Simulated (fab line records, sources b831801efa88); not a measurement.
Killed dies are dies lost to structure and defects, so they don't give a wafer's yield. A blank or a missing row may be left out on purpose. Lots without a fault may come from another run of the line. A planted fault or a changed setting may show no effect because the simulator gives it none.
Which tool did it? | flow sky130 | 7 lots, 21 wafers sampled, at 2 steps of a route of 708

WHAT THE GAUGES READ, wafer by wafer
SKY_LDD_HVP_TW_MEAS_10.
lot  | measured     | on            | LDD_HVP_TW
L564 | day 21 21:34 | film_metro-01 | 459.0 457.9 456.8
L566 | day 22 07:16 | film_metro-03 | 30.1 30.0 30.1
L568 | day 24 04:37 | film_metro-03 | 29.7 30.0 29.9
L572 | day 24 23:14 | film_metro-01 | 460.2 459.6 462.1
L577 | day 26 09:28 | film_metro-03 | 452.9 454.4 452.4
L580 | day 27 23:16 | film_metro-01 | 457.8 460.3 458.6
L583 | day 29 03:19 | film_metro-02 | 458.5 458.7 460.7

WHICH TOOL RAN EACH LOT (tool, then ch and the chambers of the sampled wafers, then the start)
lot  | SKY_LDD_HVP_IMPLANT_08
L564 | implanter-01 ch 0, day 21 21:20
L566 | implanter-02, day 22 07:02
L568 | implanter-02, day 24 04:22
L572 | implanter-01 ch 0, day 24 23:01
L577 | implanter-02 ch 0, day 26 09:13
L580 | implanter-02 ch 0, day 27 23:01
L583 | implanter-02 ch 0, day 29 03:04
- SKY_LDD_HVP_IMPLANT_08

THE ANSWER, worked out from the rows above alone
Rule: what is usual is taken from the lots themselves. Put in order of their means at a reading, lots are off if they are a third of the lots or fewer, leave a main group of 4 or more, and stand apart from it by a gap of 3 or more times the standard deviation of the main group's means; of several such gaps the widest counts. A main group whose means are all the same, to the digits that the tables above print for the reading, isn't used. A lot without any number at a reading at which 4 lots or more have one is off too. The other lots that the step has rows for count as sound.
Off: L566, L568, at SKY_LDD_HVP_TW_MEAS_10 (LDD_HVP_TW). The main group: mean 458.0, standard deviation 2.5.
A tool fits if, at a process step before that reading, it ran every lot that is off, and no sound lot after the first of them. The gauges at SKY_LDD_HVP_TW_MEAS_10 are tried like those tools. None of those tried fits.

WHAT THE SIMULATOR HAD PUT IN
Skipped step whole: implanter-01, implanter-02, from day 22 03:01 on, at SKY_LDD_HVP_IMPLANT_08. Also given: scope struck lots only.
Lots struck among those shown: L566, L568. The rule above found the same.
